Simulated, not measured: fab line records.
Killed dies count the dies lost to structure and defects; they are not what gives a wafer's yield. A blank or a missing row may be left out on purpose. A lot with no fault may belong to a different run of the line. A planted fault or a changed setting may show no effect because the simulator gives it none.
A struck lot beside a sound one + flow sky130 + 28 steps out of a route of 708
Sound: these wafers, L120.1, L120.4, L120.6. Struck: wafer L138.4 (left out: L138.2, L138.5 of the same lot, which were not struck); the cause appears at the end.
Each step with rows lists, per side, the tool, then ch with its chambers, then its first start. Under that, the readings that differ: sound wafers + struck wafers + difference of the means + sigmas: that difference in standard deviations of wafers without a fault.
alike: a reading whose means differ by less than 2 such deviations, as well as words and numbers matching on both sides. not compared: withheld readings; readings where some wafer has no value; bounds like >300 that might hide an equal value; numbers whose values overlap and for which the record gives no deviation.
Wherever a step has rows on one side only, a row that says differs or no value, or a row with sigmas, the two part there. Non-overlapping numbers with no deviation appear without sigmas and do not part them. Lack of a reading on every wafer of one side parts them only where that side has two or more wafers.

first, 6 steps without rows for these wafers: SKY_VIA4_ETCH_12 (etches SiO2 in C4F8/O2/Ar, stops on TiN, target depth 580 nm); SKY_VIA4_STRIP_13 (strips in O2/N2); SKY_VIA4_STRIP_14 (strips in post etch residue remover, time 1200 s); SKY_VIA4_CLEAN_15 (cleans in IPA, time 180 s); SKY_VIA4_CLEAN_16 (cleans in O3/DIW); SKY_VIA4_SPUTTER_17 (material TiN, target thk 20 nm, time 80 s).
SKY_VIA4_CVD_18: deposits W, target thk 505 nm, time 152.14 s.
  sound on cvdW-01 ch 0,1, day 43 05:23; struck on cvdW-02 ch 1, day 47 21:25
  alike: heaterPowerW
SKY_VIA4_RS_MEAS_19: uses a four-point probe to measure.
  sound: filmMetro-03 at day 43 05:32; struck: filmMetro-04 at day 47 21:35
| reading            | sound                | struck | difference | sigmas |
|--------------------|----------------------|--------|------------|--------|
| VIA4_W_RS (ohm/sq) | 0.2276 0.2257 0.2235 | 0.2195 | -0.0061    | -2     |
SKY_VIA4_THK_MEAS_20: measures by xrf.
  sound: filmMetro-03 at day 43 05:39; struck: filmMetro-04 at day 47 21:42
| reading         | sound       | struck | difference | sigmas |
|-----------------|-------------|--------|------------|--------|
| VIA4_W_THK (nm) | 498 503 502 | 521    | +20        | +3     |
then, 2 steps without rows for these wafers: SKY_VIA4_CMP_21 (polishes, stops on SiO2, t overpolish 25 s, target thk 0 nm); SKY_METAL5_SPUTTER_00 (material Ti, target thk 15 nm, time 10 s).
SKY_METAL5_SPUTTER_01: material TiN, target thk 20 nm, time 16.7 s.
  sound: pvdSputter-01 at day 43 06:02; struck: pvdSputter-01 at day 47 22:07
  alike: throttleValvePct
SKY_METAL5_SPUTTER_02: material AlCu, target thk 1150 nm, time 61.2 s.
  sound: pvdSputter-01 at day 43 06:04; struck: pvdSputter-01 at day 47 22:09
| reading                                    | sound          | struck | difference | sigmas |
|--------------------------------------------|----------------|--------|------------|--------|
| model.AlCu_of_METAL5_SPUTTER_02.thkNm (nm) | 1149 1155 1161 | 1310   | +155       |        |
  alike: throttleValvePct
SKY_METAL5_SPUTTER_03: material Ti, target thk 5 nm, time 3.3 s.
  sound: pvdSputter-01 at day 43 06:07; struck: pvdSputter-01 at day 47 22:12
  alike: throttleValvePct
SKY_METAL5_SPUTTER_04: material TiN, target thk 70 nm, time 58.3 s.
  sound: pvdSputter-01 at day 43 06:08; struck: pvdSputter-01 at day 47 22:13
  alike: throttleValvePct
SKY_METAL5_RS_MEAS_05: uses a four-point probe to measure.
  sound: filmMetro-03 at day 43 06:11; struck: filmMetro-03 at day 47 22:17
| reading                 | sound                   | struck  | difference | sigmas |
|-------------------------|-------------------------|---------|------------|--------|
| METAL5_ALCU_RS (ohm/sq) | 0.02707 0.02698 0.02678 | 0.02371 | -0.00323   | -12    |
SKY_METAL5_THK_MEAS_06: measures by xrf.
  sound: filmMetro-03 at day 43 06:18; struck: filmMetro-03 at day 47 22:24
| reading              | sound          | struck | difference | sigmas |
|----------------------|----------------|--------|------------|--------|
| METAL5_ALCU_THK (nm) | 1132 1140 1145 | 1283   | +144       | +11    |
then, 7 steps without rows for these wafers: SKY_METAL5_DEHYDRATE_07 (time 60 s); SKY_METAL5_HMDS_08 (prime time 60 s); SKY_METAL5_COAT_09 (resist thk 1800 nm); SKY_METAL5_SOFTBAKE_10 (time 60 s); SKY_METAL5_EXPOSE_11 (exposes mask MM5, target cd 1600 nm); SKY_METAL5_PEB_12; SKY_METAL5_DEVELOP_13 (develop time 60 s).
SKY_METAL5_DESCUM_14: chemistry O2, time 11 s.
  sound on rieMetal-03 ch 0,1, day 44 04:14; struck on rieMetal-03 ch 0, day 48 16:46
  alike: drypumpMotorCurrentA, oesProductAu, rfFwdPowerW
  not compared: rfHoursCounterH
SKY_METAL5_METAL_ETCH_15: etches the open film in Cl2/BCl3, stops on SiO2, target depth 1260 nm, time 252 s.
  sound on rieMetal-03 ch 0,1, day 44 04:16; struck on rieMetal-03 ch 0, day 48 16:48
| reading             | sound             | struck | difference | sigmas |
|---------------------|-------------------|--------|------------|--------|
| oesProductAu (a.u.) | 0.887 0.901 0.892 | 0.952  | +0.059     | +12    |
  alike: bcl3FlowSccm, drypumpMotorCurrentA, rfFwdPowerW, throttleValvePct
  not compared: rfHoursCounterH
then, 1 step without rows for these wafers: SKY_METAL5_STRIP_16 (strips in O2/N2).
SKY_PAD_OPEN_PROBE_99:
  sound: prober-02 at day 46 01:47; struck: prober-02 at day 50 06:55
| reading                    | sound                   | struck  | difference | sigmas |
|----------------------------|-------------------------|---------|------------|--------|
| model.etest.met5.rsOhmSq   | 0.02707 0.02711 0.02664 | 0.02407 | -0.00287   |        |
| model.etest.met5.lineOhmUm | 0.01694 0.01704 0.01676 | 0.0151  | -0.0018    |        |
  alike: defectLimitedYield, killed_at_M0_to_M3, killed_at_M4_up, killedAtContacts, killedAtFrontEnd, killedAtOther, killedDies, killedOpen, killedShort, sort_bin_3_pad_short, sort_bin_5_function, sort_bin_6_memory, sortNPass, sortYieldPct

== WHERE THEY PART ==
First at SKY_VIA4_RS_MEAS_19; last, within this record, at SKY_METAL5_METAL_ETCH_15. Later steps at which nothing parts them and some readings are alike: SKY_PAD_OPEN_PROBE_99.

WHY: what had been put in by the simulator
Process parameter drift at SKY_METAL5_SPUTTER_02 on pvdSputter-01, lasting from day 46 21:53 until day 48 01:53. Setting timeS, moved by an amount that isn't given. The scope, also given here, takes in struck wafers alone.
